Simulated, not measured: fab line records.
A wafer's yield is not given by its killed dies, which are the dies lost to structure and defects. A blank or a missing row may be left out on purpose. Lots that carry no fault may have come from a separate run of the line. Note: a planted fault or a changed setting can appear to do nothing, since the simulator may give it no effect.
What tool caused it? :: flow sky130 :: 24 lots, 72 wafers sampled, at 4 steps of a route of 708

WHAT EACH GAUGE READ, for each wafer
SKY_METAL1_RS_MEAS_05: a four-point-probe measurement. Usual: for METAL1_ALCU_RS the level is 0.1274 ohm/sq and the standard deviation is 0.0012.
lot: L074
measured: day 30 22:54
on: film metro-02
METAL1_ALCU_RS (ohm/sq): 0.1287 0.1290 0.1272
flag: 

lot: L075
measured: day 31 20:21
on: film metro-01
METAL1_ALCU_RS (ohm/sq): 0.1264 0.1268 0.1266
flag: 

lot: L076
measured: day 31 22:14
on: film metro-02
METAL1_ALCU_RS (ohm/sq): 0.1286 0.1280 0.1275
flag: 

lot: L077
measured: day 32 08:28
on: film metro-01
METAL1_ALCU_RS (ohm/sq): 0.1252 0.1261 0.1262
flag: 

lot: L078
measured: day 33 16:14
on: film metro-04
METAL1_ALCU_RS (ohm/sq): 0.1277 0.1274 0.1270
flag: 

lot: L079
measured: day 33 23:03
on: film metro-01
METAL1_ALCU_RS (ohm/sq): 0.1263 0.1267 0.1270
flag: 

lot: L080
measured: day 34 00:02
on: film metro-04
METAL1_ALCU_RS (ohm/sq): 0.1244 0.1261 0.1262
flag: 

lot: L081
measured: day 34 00:59
on: film metro-01
METAL1_ALCU_RS (ohm/sq): 0.1292 0.1294 0.1292
flag: 

lot: L082
measured: day 34 05:16
on: film metro-01
METAL1_ALCU_RS (ohm/sq): 0.1265 0.1279 0.1266
flag: 

lot: L083
measured: day 34 14:25
on: film metro-01
METAL1_ALCU_RS (ohm/sq): 0.1282 0.1273 0.1283
flag: 

lot: L085
measured: day 35 00:22
on: film metro-02
METAL1_ALCU_RS (ohm/sq): 0.1269 0.1279 0.1278
flag: 

lot: L084
measured: day 35 03:00
on: film metro-01
METAL1_ALCU_RS (ohm/sq): 0.1257 0.1261 0.1278
flag: 

lot: L086
measured: day 35 08:13
on: film metro-01
METAL1_ALCU_RS (ohm/sq): 0.1286 0.1276 0.1285
flag: 

lot: L087
measured: day 35 16:43
on: film metro-02
METAL1_ALCU_RS (ohm/sq): 0.1278 0.1280 0.1288
flag: 

lot: L088
measured: day 35 22:22
on: film metro-04
METAL1_ALCU_RS (ohm/sq): 0.1276 0.1265 0.1268
flag: 

lot: L090
measured: day 37 06:17
on: film metro-01
METAL1_ALCU_RS (ohm/sq): 0.1255 0.1253 0.1247
flag: 

lot: L091
measured: day 37 10:00
on: film metro-04
METAL1_ALCU_RS (ohm/sq): 0.1281 0.1267 0.1267
flag: 

lot: L089
measured: day 37 13:31
on: film metro-02
METAL1_ALCU_RS (ohm/sq): 0.1264 0.1259 0.1265
flag: 

lot: L092
measured: day 37 13:44
on: film metro-04
METAL1_ALCU_RS (ohm/sq): 0.1269 0.1263 0.1276
flag: 

lot: L093
measured: day 37 16:45
on: film metro-02
METAL1_ALCU_RS (ohm/sq): 0.1278 0.1288 0.1275
flag: 

lot: L094
measured: day 38 10:49
on: film metro-04
METAL1_ALCU_RS (ohm/sq): 0.1262 0.1262 0.1259
flag: 

lot: L095
measured: day 38 21:58
on: film metro-01
METAL1_ALCU_RS (ohm/sq): 0.1296 0.1280 0.1275
flag: 

lot: L097
measured: day 38 22:10
on: film metro-02
METAL1_ALCU_RS (ohm/sq): 0.1286 0.1286 0.1294
flag: 

lot: L096
measured: day 39 02:55
on: film metro-04
METAL1_ALCU_RS (ohm/sq): 0.1271 0.1282 0.1264
flag: 

SKY_VIA4_THK_MEAS_01. Usual: for VIA4_HDPCVD_THK the level is 1753 nm and the standard deviation is 18.
lot: L074
measured: day 41 02:29
on: film metro-01
VIA4_HDPCVD_THK (nm): 1750 1777 1747
flag: 

lot: L075
measured: day 41 23:47
on: film metro-01
VIA4_HDPCVD_THK (nm): 1711 1699 1728
flag: 

lot: L076
measured: day 42 01:04
on: film metro-03
VIA4_HDPCVD_THK (nm): 1726 1758 1725
flag: 

lot: L077
measured: day 42 07:26
on: film metro-01
VIA4_HDPCVD_THK (nm): 1747 1751 1743
flag: 

lot: L078
measured: day 43 10:45
on: film metro-04
VIA4_HDPCVD_THK (nm): 1745 1754 1733
flag: 

lot: L079
measured: day 43 18:53
on: film metro-01
VIA4_HDPCVD_THK (nm): 1759 1761 1763
flag: 

lot: L080
measured: day 43 20:27
on: film metro-01
VIA4_HDPCVD_THK (nm): 1782 1781 1772
flag: 

lot: L081
measured: day 43 23:17
on: film metro-04
VIA4_HDPCVD_THK (nm): 1756 1758 1755
flag: 

lot: L082
measured: day 44 00:09
on: film metro-04
VIA4_HDPCVD_THK (nm): 1725 1731 1768
flag: 

lot: L083
measured: day 44 08:16
on: film metro-01
VIA4_HDPCVD_THK (nm): 1758 1782 1749
flag: 

lot: L085
measured: day 44 12:05
on: film metro-03
VIA4_HDPCVD_THK (nm): 1788 1771 1778
flag: 

lot: L084
measured: day 44 19:54
on: film metro-01
VIA4_HDPCVD_THK (nm): 1779 1774 1772
flag: 

lot: L086
measured: day 44 23:25
on: film metro-03
VIA4_HDPCVD_THK (nm): 1740 1734 1724
flag: 

lot: L087
measured: day 45 04:52
on: film metro-01
VIA4_HDPCVD_THK (nm): 1747 1754 1782
flag: 

lot: L088
measured: day 45 14:12
on: film metro-01
VIA4_HDPCVD_THK (nm): 1747 1739 1753
flag: 

lot: L090
measured: day 46 09:17
on: film metro-01
VIA4_HDPCVD_THK (nm): 1759 1786 1778
flag: 

lot: L091
measured: day 46 14:35
on: film metro-01
VIA4_HDPCVD_THK (nm): 1770 1751 1759
flag: 

lot: L089
measured: day 46 19:06
on: film metro-01
VIA4_HDPCVD_THK (nm): 1757 1743 1754
flag: 

lot: L092
measured: day 46 20:41
on: film metro-01
VIA4_HDPCVD_THK (nm): 1726 1742 1739
flag: 

lot: L093
measured: day 46 21:16
on: film metro-01
VIA4_HDPCVD_THK (nm): 1755 1743 1746
flag: 

lot: L094
measured: day 47 13:05
on: film metro-04
VIA4_HDPCVD_THK (nm): 1760 1754 1751
flag: 

lot: L095
measured: day 47 19:53
on: film metro-03
VIA4_HDPCVD_THK (nm): 1722 1729 1738
flag: 

lot: L097
measured: day 47 18:45
on: film metro-03
VIA4_HDPCVD_THK (nm): 1765 1773 1764
flag: 

lot: L096
measured: day 48 00:41
on: film metro-01
VIA4_HDPCVD_THK (nm): 1740 1760 1762
flag: 

WHICH TOOL RAN EACH LOT (tool, then ch and the chambers of the sampled wafers, then the start)
lot: L074
SKY_METAL4_SPUTTER_00: pvd sputter-03, day 38 23:41
SKY_METAL4_ETCH_16: rie metal-02 ch 0, day 41 01:19

lot: L075
SKY_METAL4_SPUTTER_00: pvd sputter-01, day 39 19:58
SKY_METAL4_ETCH_16: rie metal-04 ch 1, day 41 22:34

lot: L076
SKY_METAL4_SPUTTER_00: pvd sputter-02, day 39 22:09
SKY_METAL4_ETCH_16: rie metal-04 ch 0,1, day 41 23:55

lot: L077
SKY_METAL4_SPUTTER_00: pvd sputter-01, day 40 05:39
SKY_METAL4_ETCH_16: rie metal-04 ch 0,1, day 42 06:22

lot: L078
SKY_METAL4_SPUTTER_00: pvd sputter-01, day 41 11:16
SKY_METAL4_ETCH_16: rie metal-03 ch 0,1, day 43 09:37

lot: L079
SKY_METAL4_SPUTTER_00: pvd sputter-02, day 41 19:17
SKY_METAL4_ETCH_16: rie metal-03 ch 0,1, day 43 17:43

lot: L080
SKY_METAL4_SPUTTER_00: pvd sputter-03, day 41 20:23
SKY_METAL4_ETCH_16: rie metal-04 ch 0,1, day 43 19:13

lot: L081
SKY_METAL4_SPUTTER_00: pvd sputter-02, day 42 00:04
SKY_METAL4_ETCH_16: rie metal-03 ch 0,1, day 43 22:07

lot: L082
SKY_METAL4_SPUTTER_00: pvd sputter-01, day 42 00:08
SKY_METAL4_ETCH_16: rie metal-02 ch 0,1, day 43 23:04

lot: L083
SKY_METAL4_SPUTTER_00: pvd sputter-01, day 42 08:42
SKY_METAL4_ETCH_16: rie metal-03 ch 0,1, day 44 07:13

lot: L085
SKY_METAL4_SPUTTER_00: pvd sputter-01, day 42 14:00
SKY_METAL4_ETCH_16: rie metal-04 ch 0,1, day 44 11:01

lot: L084
SKY_METAL4_SPUTTER_00: pvd sputter-02, day 42 20:20
SKY_METAL4_ETCH_16: rie metal-03 ch 0,1, day 44 18:34

lot: L086
SKY_METAL4_SPUTTER_00: pvd sputter-03, day 43 00:20
SKY_METAL4_ETCH_16: rie metal-02 ch 1, day 44 22:16

lot: L087
SKY_METAL4_SPUTTER_00: pvd sputter-01, day 43 06:15
SKY_METAL4_ETCH_16: rie metal-02 ch 1, day 45 03:41

lot: L088
SKY_METAL4_SPUTTER_00: pvd sputter-02, day 43 17:23
SKY_METAL4_ETCH_16: rie metal-03 ch 1, day 45 13:06

lot: L090
SKY_METAL4_SPUTTER_00: pvd sputter-02, day 44 13:13
SKY_METAL4_ETCH_16: rie metal-03 ch 1, day 46 08:08

lot: L091
SKY_METAL4_SPUTTER_00: pvd sputter-02, day 44 18:55
SKY_METAL4_ETCH_16: rie metal-03 ch 0,1, day 46 13:32

lot: L089
SKY_METAL4_SPUTTER_00: pvd sputter-02, day 45 00:15
SKY_METAL4_ETCH_16: rie metal-02 ch 0,1, day 46 18:02

lot: L092
SKY_METAL4_SPUTTER_00: pvd sputter-02, day 45 00:55
SKY_METAL4_ETCH_16: rie metal-03 ch 0, day 46 19:37

lot: L093
SKY_METAL4_SPUTTER_00: pvd sputter-03, day 45 01:55
SKY_METAL4_ETCH_16: rie metal-04 ch 0,1, day 46 20:13

lot: L094
SKY_METAL4_SPUTTER_00: pvd sputter-02, day 45 18:36
SKY_METAL4_ETCH_16: rie metal-04 ch 0,1, day 47 11:59

lot: L095
SKY_METAL4_SPUTTER_00: pvd sputter-01, day 46 01:27
SKY_METAL4_ETCH_16: rie metal-04 ch 0,1, day 47 18:49

lot: L097
SKY_METAL4_SPUTTER_00: pvd sputter-03, day 46 00:26
SKY_METAL4_ETCH_16: rie metal-03 ch 0, day 47 17:40

lot: L096
SKY_METAL4_SPUTTER_00: pvd sputter-02, day 46 05:57
SKY_METAL4_ETCH_16: rie metal-04 ch 0,1, day 47 23:38
- SKY_METAL4_SPUTTER_00: material Ti, target thk 15 nm, time 10 s.
- SKY_METAL4_ETCH_16: etches BARC in N2/H2, stops on SiO2, time 88.2 s, target depth 60 nm.

WHAT THE TOOLS THEMSELVES READ (means of the sampled wafers that have a number; where no wafer has one, the mark that the record gives instead)
SKY_METAL4_SPUTTER_00. Usual: throttle valve pct at 30.0 %, with a standard deviation of 0.99.
lot: L074
tool: pvd sputter-03
throttle valve pct (%): 28.8
flag: 

lot: L075
tool: pvd sputter-01
throttle valve pct (%): 29.5
flag: 

lot: L076
tool: pvd sputter-02
throttle valve pct (%): 30.1
flag: 

lot: L077
tool: pvd sputter-01
throttle valve pct (%): 29.6
flag: 

lot: L078
tool: pvd sputter-01
throttle valve pct (%): 29.6
flag: 

lot: L079
tool: pvd sputter-02
throttle valve pct (%): 30.7
flag: 

lot: L080
tool: pvd sputter-03
throttle valve pct (%): 29.4
flag: 

lot: L081
tool: pvd sputter-02
throttle valve pct (%): 30.9
flag: 

lot: L082
tool: pvd sputter-01
throttle valve pct (%): 29.7
flag: 

lot: L083
tool: pvd sputter-01
throttle valve pct (%): 29.1
flag: 

lot: L085
tool: pvd sputter-01
throttle valve pct (%): 29.6
flag: 

lot: L084
tool: pvd sputter-02
throttle valve pct (%): 30.7
flag: 

lot: L086
tool: pvd sputter-03
throttle valve pct (%): 28.9
flag: 

lot: L087
tool: pvd sputter-01
throttle valve pct (%): 29.4
flag: 

lot: L088
tool: pvd sputter-02
throttle valve pct (%): 30.8
flag: 

lot: L090
tool: pvd sputter-02
throttle valve pct (%): 29.9
flag: 

lot: L091
tool: pvd sputter-02
throttle valve pct (%): 30.7
flag: 

lot: L089
tool: pvd sputter-02
throttle valve pct (%): 30.8
flag: 

lot: L092
tool: pvd sputter-02
throttle valve pct (%): 30.7
flag: 

lot: L093
tool: pvd sputter-03
throttle valve pct (%): 29.0
flag: 

lot: L094
tool: pvd sputter-02
throttle valve pct (%): 30.0
flag: 

lot: L095
tool: pvd sputter-01
throttle valve pct (%): 30.0
flag: 

lot: L097
tool: pvd sputter-03
throttle valve pct (%): 29.1
flag: 

lot: L096
tool: pvd sputter-02
throttle valve pct (%): 30.8
flag: 

SKY_METAL4_ETCH_16. Usual: drypump motor current A 5.45 A, standard deviation 0.23; oes product au 0.626 a.u., standard deviation 0.0042; throttle valve pct 13.204 %, standard deviation 0.0088.
lot: L074
tool: rie metal-02
drypump motor current A (A): 6.02
oes product au (a.u.): 0.626
throttle valve pct (%): 13.211
flag: 

lot: L075
tool: rie metal-04
drypump motor current A (A): 5.24
oes product au (a.u.): 0.623
throttle valve pct (%): 13.198
flag: 

lot: L076
tool: rie metal-04
drypump motor current A (A): 5.53
oes product au (a.u.): 0.625
throttle valve pct (%): 13.210
flag: 

lot: L077
tool: rie metal-04
drypump motor current A (A): 5.38
oes product au (a.u.): 0.629
throttle valve pct (%): 13.202
flag: 

lot: L078
tool: rie metal-03
drypump motor current A (A): 5.48
oes product au (a.u.): 0.624
throttle valve pct (%): 13.204
flag: 

lot: L079
tool: rie metal-03
drypump motor current A (A): 5.48
oes product au (a.u.): 0.626
throttle valve pct (%): 13.206
flag: 

lot: L080
tool: rie metal-04
drypump motor current A (A): 5.38
oes product au (a.u.): 0.627
throttle valve pct (%): 13.200
flag: 

lot: L081
tool: rie metal-03
drypump motor current A (A): 5.40
oes product au (a.u.): 0.627
throttle valve pct (%): 13.207
flag: 

lot: L082
tool: rie metal-02
drypump motor current A (A): 5.74
oes product au (a.u.): 0.625
throttle valve pct (%): 13.205
flag: 

lot: L083
tool: rie metal-03
drypump motor current A (A): 5.40
oes product au (a.u.): 0.630
throttle valve pct (%): 13.210
flag: 

lot: L085
tool: rie metal-04
drypump motor current A (A): 5.52
oes product au (a.u.): 0.626
throttle valve pct (%): 13.204
flag: 

lot: L084
tool: rie metal-03
drypump motor current A (A): 5.37
oes product au (a.u.): 0.622
throttle valve pct (%): 13.210
flag: 

lot: L086
tool: rie metal-02
drypump motor current A (A): 5.22
oes product au (a.u.): 0.624
throttle valve pct (%): 13.198
flag: 

lot: L087
tool: rie metal-02
drypump motor current A (A): 5.23
oes product au (a.u.): 0.622
throttle valve pct (%): 13.200
flag: 

lot: L088
tool: rie metal-03
drypump motor current A (A): 5.29
oes product au (a.u.): 0.628
throttle valve pct (%): 13.210
flag: 

lot: L090
tool: rie metal-03
drypump motor current A (A): 5.30
oes product au (a.u.): 0.627
throttle valve pct (%): 13.211
flag: 

lot: L091
tool: rie metal-03
drypump motor current A (A): 5.48
oes product au (a.u.): 0.630
throttle valve pct (%): 13.204
flag: 

lot: L089
tool: rie metal-02
drypump motor current A (A): 5.49
oes product au (a.u.): 0.623
throttle valve pct (%): 13.210
flag: 

lot: L092
tool: rie metal-03
drypump motor current A (A): 5.58
oes product au (a.u.): 0.627
throttle valve pct (%): 13.192
flag: 

lot: L093
tool: rie metal-04
drypump motor current A (A): 5.40
oes product au (a.u.): 0.624
throttle valve pct (%): 13.210
flag: 

lot: L094
tool: rie metal-04
drypump motor current A (A): 5.53
oes product au (a.u.): 0.624
throttle valve pct (%): 13.195
flag: 

lot: L095
tool: rie metal-04
drypump motor current A (A): 5.37
oes product au (a.u.): 0.628
throttle valve pct (%): 13.205
flag: 

lot: L097
tool: rie metal-03
drypump motor current A (A): 5.56
oes product au (a.u.): 0.626
throttle valve pct (%): 13.207
flag: 

lot: L096
tool: rie metal-04
drypump motor current A (A): 5.53
oes product au (a.u.): 0.625
throttle valve pct (%): 13.206
flag: 

THE ANSWER, worked out from the rows above alone
Rule: a lot is off if the mean of its wafers that have a number lies more than 3 standard deviations from the usual mean. A lot without any number at a reading at which 4 lots or more have one is off too. All remaining lots with rows at the step are treated as sound. Order of review: gauges by route order, followed by the tools' own readings, for which a lot's mean as printed above is used. The first step at which some lot is off is used, and at that step the reading that is off furthest; a lot without a number counts as furthest.
No lot is off at any reading shown: from this, nothing can be told.

WHAT WAS PUT IN BY THE SIMULATOR
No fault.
